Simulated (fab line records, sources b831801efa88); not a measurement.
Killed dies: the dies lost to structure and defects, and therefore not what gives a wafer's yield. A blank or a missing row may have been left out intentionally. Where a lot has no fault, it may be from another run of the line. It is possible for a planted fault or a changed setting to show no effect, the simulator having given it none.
fab line records :: flow sky130
[record]
  lots = 6
  wafers = 17
  last_day = 50
route steps=708 shown CAP2M@614 METAL4@621
lots untouched by any fault: they come from a run of this same line in which no faults occurred
start_h: hours from the record's first day to the start of the lot's first wafer shown :: wait_h: time in hours since the lot's previous step :: " the same as in the row above :: L1.1+2: a row that stands for several wafers :: - either no value or no given start :: * or withheld: withheld :: < > ~ a bound
route shown NAME@n: a module of which the file shows steps, and the number in the route of the first :: usual: mean and standard deviation over wafers with no fault :: same: alike in all rows :: chamber/n: place in a boat :: sites: each site's reading :: _std_site: standard deviation across them :: _edge_site: outer sites' mean less inner sites' :: radius_mm: for every site, how far away it sits from the centre of the wafer :: mask NAME#n: copy n :: behind: tool/chamber where the wafer was last shaped :: hold: why the lot was held/for how many hours/how that ended :: device: which transistor (n, p or np) failed to switch :: end of line: the tests these same wafers got at the end of their route :: a step with no rows: only its recipe :: killed: dies that structure and defects cost at the first sort, which is not the same as the wafer's yield :: map: the dies of a wafer, with x for killed, . for not killed, _ for no die there
set.NAME: the setting as run; set.NAME@STEP: as run at that earlier step :: model.NAME: the simulator's own value behind a step, which no gauge read
a table for each step, a row for each wafer; lots at some steps of the route
services: the hour from which a tool's chamber was out of use, counted from the record's first day as start_h (under 0 if before that day), plus the number of hours and why
[[steps]]
[step SKY_CAP2M_DEVELOP_11]
[recipe]
  resist = NOVOLAK
  developer = TMAH
  develop_time_s = 60
  dev_temp_c = 23
[step SKY_CAP2M_OVL_MEAS_12]
[usual]
  CAP2M_OVL = -0.9/1.4
lot.wafer: L716.2
tool: overlay-02
chamber: -
start_h: 991.79
wait_h: 0.1
CAP2M_OVL[nm]: -1.0

lot.wafer: L716.3
tool: overlay-02
chamber: -
start_h: 991.79
wait_h: 0.1
CAP2M_OVL[nm]: -1.0

lot.wafer: L716.5
tool: overlay-02
chamber: -
start_h: 991.79
wait_h: 0.1
CAP2M_OVL[nm]: 0.4

lot.wafer: L720.1
tool: overlay-01
chamber: -
start_h: 1035.18
wait_h: 0.1
CAP2M_OVL[nm]: 0.4

lot.wafer: L720.2
tool: overlay-01
chamber: -
start_h: 1035.18
wait_h: 0.1
CAP2M_OVL[nm]: 0.0

lot.wafer: L720.4
tool: overlay-01
chamber: -
start_h: 1035.18
wait_h: 0.1
CAP2M_OVL[nm]: 0.4

lot.wafer: L721.2
tool: overlay-02
chamber: -
start_h: 1036.73
wait_h: 0.1
CAP2M_OVL[nm]: -2.4

lot.wafer: L721.3
tool: overlay-02
chamber: -
start_h: 1036.73
wait_h: 0.1
CAP2M_OVL[nm]: -3.4

lot.wafer: L728.4
tool: overlay-01
chamber: -
start_h: 1066.30
wait_h: 0.1
CAP2M_OVL[nm]: -4.0

lot.wafer: L728.5
tool: overlay-01
chamber: -
start_h: 1066.30
wait_h: 0.1
CAP2M_OVL[nm]: -3.4

lot.wafer: L728.6
tool: overlay-01
chamber: -
start_h: 1066.30
wait_h: 0.1
CAP2M_OVL[nm]: -2.8

lot.wafer: L735.3
tool: overlay-01
chamber: -
start_h: 1107.20
wait_h: 0.1
CAP2M_OVL[nm]: -0.3

lot.wafer: L735.5
tool: overlay-01
chamber: -
start_h: 1107.20
wait_h: 0.1
CAP2M_OVL[nm]: -2.1

lot.wafer: L735.6
tool: overlay-01
chamber: -
start_h: 1107.20
wait_h: 0.1
CAP2M_OVL[nm]: -0.8

lot.wafer: L736.1
tool: overlay-02
chamber: -
start_h: 1110.83
wait_h: 0.1
CAP2M_OVL[nm]: 2.1

lot.wafer: L736.2
tool: overlay-02
chamber: -
start_h: 1110.83
wait_h: 0.1
CAP2M_OVL[nm]: 1.2

lot.wafer: L736.3
tool: overlay-02
chamber: -
start_h: 1110.83
wait_h: 0.1
CAP2M_OVL[nm]: -0.1
[step SKY_CAP2M_METAL_ETCH_13]
[recipe]
  target_depth_nm = 220
  stop_on = SiO2
  chemistry = Cl2/BCl3
  target = TiN
  pressure_mtorr = 10
  icp_w = 900
  bias_w = 48.5
  Cl2_flow_sccm = 60
  bcl3_flow_sccm = 30
  time_s = 62.9
[usual]
  bias_w = 48.47/0.14
  drypump_motor_current_A = 5.7/0.53
  oes_product_au = 0.943/0.008
  throttle_valve_pct = 21.902/0.01
lot.wafer: L716.2
tool: rie_metal-04
chamber: 0
start_h: 991.82
wait_h: 0.0
bias_w: 48.55
drypump_motor_current_A: 5.5
oes_product_au: 0.939
rf_hours_counter_h: 8
throttle_valve_pct: 21.918

lot.wafer: L716.3
tool: rie_metal-04
chamber: 1
start_h: 991.82
wait_h: 0.0
bias_w: 48.50
drypump_motor_current_A: 6.4
oes_product_au: 0.936
rf_hours_counter_h: -
throttle_valve_pct: 21.906

lot.wafer: L716.5
tool: rie_metal-04
chamber: 0
start_h: 991.82
wait_h: 0.0
bias_w: 48.50
drypump_motor_current_A: 5.5
oes_product_au: 0.938
rf_hours_counter_h: -
throttle_valve_pct: 21.908

lot.wafer: L720.1
tool: rie_metal-03
chamber: 1
start_h: 1035.22
wait_h: 0.0
bias_w: 48.61
drypump_motor_current_A: 5.5
oes_product_au: 0.959
rf_hours_counter_h: 17
throttle_valve_pct: 21.888

lot.wafer: L720.2
tool: rie_metal-03
chamber: 0
start_h: 1035.22
wait_h: 0.0
bias_w: 48.62
drypump_motor_current_A: 4.9
oes_product_au: 0.946
rf_hours_counter_h: 9
throttle_valve_pct: 21.899

lot.wafer: L720.4
tool: rie_metal-03
chamber: 0
start_h: 1035.22
wait_h: 0.0
bias_w: 48.35
drypump_motor_current_A: 4.9
oes_product_au: 0.943
rf_hours_counter_h: -
throttle_valve_pct: 21.912

lot.wafer: L721.2
tool: rie_metal-01
chamber: 1
start_h: 1036.76
wait_h: 0.0
bias_w: 48.54
drypump_motor_current_A: 5.6
oes_product_au: 0.943
rf_hours_counter_h: 14
throttle_valve_pct: 21.908

lot.wafer: L721.3
tool: rie_metal-01
chamber: 1
start_h: 1036.76
wait_h: 0.0
bias_w: 48.60
drypump_motor_current_A: 5.6
oes_product_au: 0.950
rf_hours_counter_h: -
throttle_valve_pct: 21.904

lot.wafer: L728.4
tool: rie_metal-01
chamber: 0
start_h: 1066.35
wait_h: 0.0
bias_w: 48.49
drypump_motor_current_A: 6.5
oes_product_au: 0.941
rf_hours_counter_h: -
throttle_valve_pct: 21.900

lot.wafer: L728.5
tool: rie_metal-01
chamber: 1
start_h: 1066.35
wait_h: 0.0
bias_w: 48.60
drypump_motor_current_A: 5.5
oes_product_au: 0.947
rf_hours_counter_h: -
throttle_valve_pct: 21.903

lot.wafer: L728.6
tool: rie_metal-01
chamber: 0
start_h: 1066.35
wait_h: 0.0
bias_w: 48.58
drypump_motor_current_A: 6.5
oes_product_au: 0.948
rf_hours_counter_h: -
throttle_valve_pct: 21.895

lot.wafer: L735.3
tool: rie_metal-03
chamber: 1
start_h: 1107.25
wait_h: 0.0
bias_w: 48.55
drypump_motor_current_A: 5.5
oes_product_au: 0.947
rf_hours_counter_h: -
throttle_valve_pct: 21.905

lot.wafer: L735.5
tool: rie_metal-03
chamber: 0
start_h: 1107.25
wait_h: 0.0
bias_w: 48.67
drypump_motor_current_A: 4.9
oes_product_au: 0.939
rf_hours_counter_h: -
throttle_valve_pct: 21.904

lot.wafer: L735.6
tool: rie_metal-03
chamber: 1
start_h: 1107.25
wait_h: 0.0
bias_w: 48.61
drypump_motor_current_A: 5.5
oes_product_au: 0.939
rf_hours_counter_h: -
throttle_valve_pct: 21.882

lot.wafer: L736.1
tool: rie_metal-04
chamber: 0
start_h: 1110.86
wait_h: 0.0
bias_w: 48.43
drypump_motor_current_A: 5.5
oes_product_au: 0.951
rf_hours_counter_h: 16
throttle_valve_pct: 21.897

lot.wafer: L736.2
tool: rie_metal-04
chamber: 0
start_h: 1110.86
wait_h: 0.0
bias_w: 48.35
drypump_motor_current_A: 5.5
oes_product_au: 0.960
rf_hours_counter_h: -
throttle_valve_pct: 21.895

lot.wafer: L736.3
tool: rie_metal-04
chamber: 0
start_h: 1110.86
wait_h: 0.0
bias_w: 48.35
drypump_motor_current_A: 5.5
oes_product_au: 0.955
rf_hours_counter_h: -
throttle_valve_pct: 21.895
[step SKY_CAP2M_STRIP_14]
[recipe]
  chemistry = O2/N2
  power_w = 1400
  pressure_mtorr = 1500
  platen_temp_c = withheld
  o2_flow_sccm = 3000
  n2_flow_sccm = 300
  overash_fraction = 0.5
[usual]
  drypump_motor_current_A = 5.82/0.26
  oes_product_au = 0.710/0.0045
  strip_time_to_endpoint_s = 12.65/0.054
lot.wafer: L716.2
tool: plasma_asher-04
chamber: 1
start_h: 991.90
wait_h: 0.1
drypump_motor_current_A: 5.33
oes_product_au: 0.708
rf_hours_counter_h: 89
strip_time_to_endpoint_s: 12.57

lot.wafer: L716.3
tool: plasma_asher-04
chamber: 0
start_h: 991.90
wait_h: 0.1
drypump_motor_current_A: 5.71
oes_product_au: 0.703
rf_hours_counter_h: -
strip_time_to_endpoint_s: 12.60

lot.wafer: L716.5
tool: plasma_asher-04
chamber: 0
start_h: 991.90
wait_h: 0.1
drypump_motor_current_A: 5.70
oes_product_au: 0.712
rf_hours_counter_h: -
strip_time_to_endpoint_s: 12.57

lot.wafer: L720.1
tool: plasma_asher-04
chamber: 1
start_h: 1035.30
wait_h: 0.1
drypump_motor_current_A: 5.33
oes_product_au: 0.714
rf_hours_counter_h: 93
strip_time_to_endpoint_s: 12.64

lot.wafer: L720.2
tool: plasma_asher-04
chamber: 0
start_h: 1035.30
wait_h: 0.1
drypump_motor_current_A: 5.69
oes_product_au: 0.711
rf_hours_counter_h: 93
strip_time_to_endpoint_s: 12.66

lot.wafer: L720.4
tool: plasma_asher-04
chamber: 0
start_h: 1035.30
wait_h: 0.1
drypump_motor_current_A: 5.69
oes_product_au: 0.705
rf_hours_counter_h: -
strip_time_to_endpoint_s: 12.73

lot.wafer: L721.2
tool: plasma_asher-02
chamber: 1
start_h: 1036.84
wait_h: 0.1
drypump_motor_current_A: 5.73
oes_product_au: 0.706
rf_hours_counter_h: 26
strip_time_to_endpoint_s: 12.63

lot.wafer: L721.3
tool: plasma_asher-02
chamber: 0
start_h: 1036.84
wait_h: 0.1
drypump_motor_current_A: 5.90
oes_product_au: 0.709
rf_hours_counter_h: -
strip_time_to_endpoint_s: 12.66

lot.wafer: L728.4
tool: plasma_asher-02
chamber: 1
start_h: 1066.43
wait_h: 0.1
drypump_motor_current_A: 5.76
oes_product_au: 0.705
rf_hours_counter_h: -
strip_time_to_endpoint_s: 12.68

lot.wafer: L728.5
tool: plasma_asher-02
chamber: 0
start_h: 1066.43
wait_h: 0.1
drypump_motor_current_A: 5.91
oes_product_au: 0.708
rf_hours_counter_h: -
strip_time_to_endpoint_s: 12.65

lot.wafer: L728.6
tool: plasma_asher-02
chamber: 1
start_h: 1066.43
wait_h: 0.1
drypump_motor_current_A: 5.75
oes_product_au: 0.707
rf_hours_counter_h: -
strip_time_to_endpoint_s: 12.74

lot.wafer: L735.3
tool: plasma_asher-01
chamber: 1
start_h: 1107.33
wait_h: 0.1
drypump_motor_current_A: 5.79
oes_product_au: 0.700
rf_hours_counter_h: -
strip_time_to_endpoint_s: 12.63

lot.wafer: L735.5
tool: plasma_asher-01
chamber: 1
start_h: 1107.33
wait_h: 0.1
drypump_motor_current_A: 5.79
oes_product_au: 0.709
rf_hours_counter_h: -
strip_time_to_endpoint_s: 12.68

lot.wafer: L735.6
tool: plasma_asher-01
chamber: 0
start_h: 1107.33
wait_h: 0.1
drypump_motor_current_A: 6.30
oes_product_au: 0.713
rf_hours_counter_h: -
strip_time_to_endpoint_s: 12.66

lot.wafer: L736.1
tool: plasma_asher-02
chamber: 1
start_h: 1111.02
wait_h: 0.1
drypump_motor_current_A: 5.75
oes_product_au: 0.717
rf_hours_counter_h: 36
strip_time_to_endpoint_s: 12.57

lot.wafer: L736.2
tool: plasma_asher-02
chamber: 0
start_h: 1111.02
wait_h: 0.1
drypump_motor_current_A: 5.91
oes_product_au: 0.708
rf_hours_counter_h: 36
strip_time_to_endpoint_s: 12.55

lot.wafer: L736.3
tool: plasma_asher-02
chamber: 0
start_h: 1111.02
wait_h: 0.1
drypump_motor_current_A: 5.91
oes_product_au: 0.716
rf_hours_counter_h: -
strip_time_to_endpoint_s: 12.58
[step SKY_CAP2M_STRIP_15]
[recipe]
  chemistry = post_etch_residue_remover
  time_s = 1200
  temp_c = 72.5
[step SKY_CAP2M_CLEAN_16]
[recipe]
  chemistry = IPA
  time_s = 180
  temp_c = 25
[step SKY_CAP2M_CLEAN_17]
[recipe]
  chemistry = O3/DIW
  dry = n2_spin
[step SKY_METAL4_DEHYDRATE_05]
[recipe]
  temp_c = 200
  time_s = 60
[step SKY_METAL4_HMDS_06]
[recipe]
  prime_time_s = 60
  prime_temp_c = 120
[step SKY_METAL4_COAT_07]
[recipe]
  resist = BARC
  temp_c = withheld
  time_s = withheld
  spin_rpm = 3000
  resist_thk_nm = 60
[step SKY_METAL4_COAT_08]
[recipe]
  resist = KrF-thick
  spin_rpm = 3000
  resist_thk_nm = 1140
[step SKY_METAL4_SOFTBAKE_09]
[recipe]
  temp_c = 100
  time_s = 90
  resist = KrF-thick
[step SKY_METAL4_EXPOSE_10]
[recipe]
  mask_id = MM4
  na = 0.68
  source_shape = annular
  sigma_inner = 0.4
  sigma_outer = 0.8
  target_cd_nm = 300
  dose_mj = 28
[usual]
  exposure_dose_mJ_cm2 = 27.999/0.027
  focus_offset_nm = 0.1/0.47
lot.wafer: L716.2
tool: krf_scanner-02
chamber: 0
start_h: 1005.62
wait_h: -
mask: MM4#0
exposure_dose_mJ_cm2: 28.015
focus_offset_nm: 0.0

lot.wafer: L716.3
tool: krf_scanner-02
chamber: 0
start_h: 1005.62
wait_h: -
mask: MM4#0
exposure_dose_mJ_cm2: 28.003
focus_offset_nm: 0.5

lot.wafer: L716.5
tool: krf_scanner-02
chamber: 0
start_h: 1005.62
wait_h: -
mask: MM4#0
exposure_dose_mJ_cm2: 28.014
focus_offset_nm: 0.1

lot.wafer: L720.1
tool: krf_scanner-02
chamber: -
start_h: 1047.23
wait_h: -
mask: MM4#0
exposure_dose_mJ_cm2: -
focus_offset_nm: -

lot.wafer: L720.2
tool: krf_scanner-02
chamber: -
start_h: 1047.23
wait_h: -
mask: MM4#0
exposure_dose_mJ_cm2: -
focus_offset_nm: -

lot.wafer: L720.4
tool: krf_scanner-02
chamber: -
start_h: 1047.23
wait_h: -
mask: MM4#0
exposure_dose_mJ_cm2: -
focus_offset_nm: -

lot.wafer: L721.2
tool: krf_scanner-01
chamber: -
start_h: 1048.98
wait_h: -
mask: MM4#0
exposure_dose_mJ_cm2: -
focus_offset_nm: -

lot.wafer: L721.3
tool: krf_scanner-01
chamber: -
start_h: 1048.98
wait_h: -
mask: MM4#0
exposure_dose_mJ_cm2: -
focus_offset_nm: -

lot.wafer: L728.4
tool: krf_scanner-01
chamber: 0
start_h: 1077.66
wait_h: -
mask: MM4#0
exposure_dose_mJ_cm2: 28.040
focus_offset_nm: 0.0

lot.wafer: L728.5
tool: krf_scanner-01
chamber: 0
start_h: 1077.66
wait_h: -
mask: MM4#0
exposure_dose_mJ_cm2: 28.017
focus_offset_nm: 0.2

lot.wafer: L728.6
tool: krf_scanner-01
chamber: 0
start_h: 1077.66
wait_h: -
mask: MM4#0
exposure_dose_mJ_cm2: 27.989
focus_offset_nm: -0.4

lot.wafer: L735.3
tool: krf_scanner-02
chamber: 0
start_h: 1117.47
wait_h: -
mask: MM4#0
exposure_dose_mJ_cm2: 28.037
focus_offset_nm: 0.3

lot.wafer: L735.5
tool: krf_scanner-02
chamber: 0
start_h: 1117.47
wait_h: -
mask: MM4#0
exposure_dose_mJ_cm2: 28.018
focus_offset_nm: -0.2

lot.wafer: L735.6
tool: krf_scanner-02
chamber: 0
start_h: 1117.47
wait_h: -
mask: MM4#0
exposure_dose_mJ_cm2: 27.989
focus_offset_nm: 0.1

lot.wafer: L736.1
tool: krf_scanner-02
chamber: 0
start_h: 1121.52
wait_h: -
mask: MM4#0
exposure_dose_mJ_cm2: 27.985
focus_offset_nm: 0.4

lot.wafer: L736.2
tool: krf_scanner-02
chamber: 0
start_h: 1121.52
wait_h: -
mask: MM4#0
exposure_dose_mJ_cm2: 27.940
focus_offset_nm: -0.1

lot.wafer: L736.3
tool: krf_scanner-02
chamber: 0
start_h: 1121.52
wait_h: -
mask: MM4#0
exposure_dose_mJ_cm2: 28.015
focus_offset_nm: 0.4
[step SKY_METAL4_PEB_11]
[recipe]
  peb_temp_c = withheld
  peb_time_s = withheld
  resist = KrF-thick
[[services]]
tool: krf_scanner-02
chamber: -
start_h: 969.22
hours: 0.4
kind: repair

tool: rie_metal-01
chamber: -
start_h: 972.54
hours: 1.4
kind: repair

tool: krf_scanner-01
chamber: -
start_h: 972.55
hours: 1.3
kind: pm

tool: plasma_asher-02
chamber: -
start_h: 977.07
hours: 2.0
kind: repair

tool: krf_scanner-02
chamber: -
start_h: 979.87
hours: 1.0
kind: pm

tool: krf_scanner-01
chamber: -
start_h: 1012.73
hours: 1.0
kind: pm

tool: krf_scanner-01
chamber: -
start_h: 1032.67
hours: 1.0
kind: repair

tool: plasma_asher-01
chamber: -
start_h: 1055.31
hours: 9.0
kind: pm

tool: plasma_asher-01
chamber: 0
start_h: 1055.31
hours: 9.0
kind: vent_cycle

tool: plasma_asher-01
chamber: 1
start_h: 1055.31
hours: 9.0
kind: vent_cycle

tool: plasma_asher-04
chamber: -
start_h: 1061.27
hours: 22.5
kind: repair

tool: plasma_asher-01
chamber: 0
start_h: 1064.31
hours: -
kind: clean

tool: plasma_asher-01
chamber: 1
start_h: 1064.31
hours: -
kind: clean

tool: rie_metal-01
chamber: -
start_h: 1069.96
hours: 14.6
kind: pm

tool: krf_scanner-02
chamber: -
start_h: 1074.84
hours: 0.8
kind: pm

tool: plasma_asher-02
chamber: -
start_h: 1078.27
hours: 2.2
kind: repair

tool: rie_metal-03
chamber: -
start_h: 1084.70
hours: 2.7
kind: repair

tool: krf_scanner-02
chamber: -
start_h: 1090.52
hours: 1.3
kind: pm

tool: plasma_asher-04
chamber: -
start_h: 1097.53
hours: 3.5
kind: repair

tool: rie_metal-04
chamber: 1
start_h: 1109.39
hours: 8.8
kind: repair

tool: rie_metal-04
chamber: 1
start_h: 1118.17
hours: -
kind: clean

tool: rie_metal-04
chamber: 1
start_h: 1118.17
hours: -
kind: consumable_replace:focus_ring

tool: rie_metal-04
chamber: 1
start_h: 1118.17
hours: 11.5
kind: scheduled_down

tool: rie_metal-04
chamber: 1
start_h: 1118.17
hours: 11.5
kind: vent_cycle
[[key]]
[first_sign]
  step = SKY_METAL4_EXPOSE_10
  reading = tool_record
  direction = missing
effect none on later readings
met_at SKY_METAL4_EXPOSE_10
struck_wafers L720.1,L720.2,L720.4,L721.2,L721.3
later_rows_left_out L720.1,L720.2,L720.4,L721.2,L721.3
sort_left_out L720.1,L720.2,L720.4,L721.2,L721.3
tester_left_out L721
onset_between 1005.62 1047.23
[earlier_fault]
  kind = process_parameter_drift
  tool = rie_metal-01
  chamber = 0
  onset_h = 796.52
  steps = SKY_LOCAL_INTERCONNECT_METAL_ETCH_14
  channel = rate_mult
  offset = 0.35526
  shape = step
  end_h = 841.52
[fault]
  kind = skipped_step_whole
  tool = krf_scanner-01,krf_scanner-02
  chamber = -
  onset_h = 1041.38
  steps = SKY_METAL4_EXPOSE_10
  scope = struck_lots_only
// tester_left_out: of these lots the tester's yield and bins aren't shown, on N5 and GAA mostly nor the transistor test; their killed dies are dies lost to structure and defects alone, not to doping, threshold or leakage, so they don't give the yield
// sort_left_out: the simulated sort isn't trusted on such a fault, so these wafers' sort isn't shown, and their yield isn't known
// later_rows_left_out: the simulator's readings of these wafers behind a module that went badly wrong aren't trusted and aren't shown, but for the sort
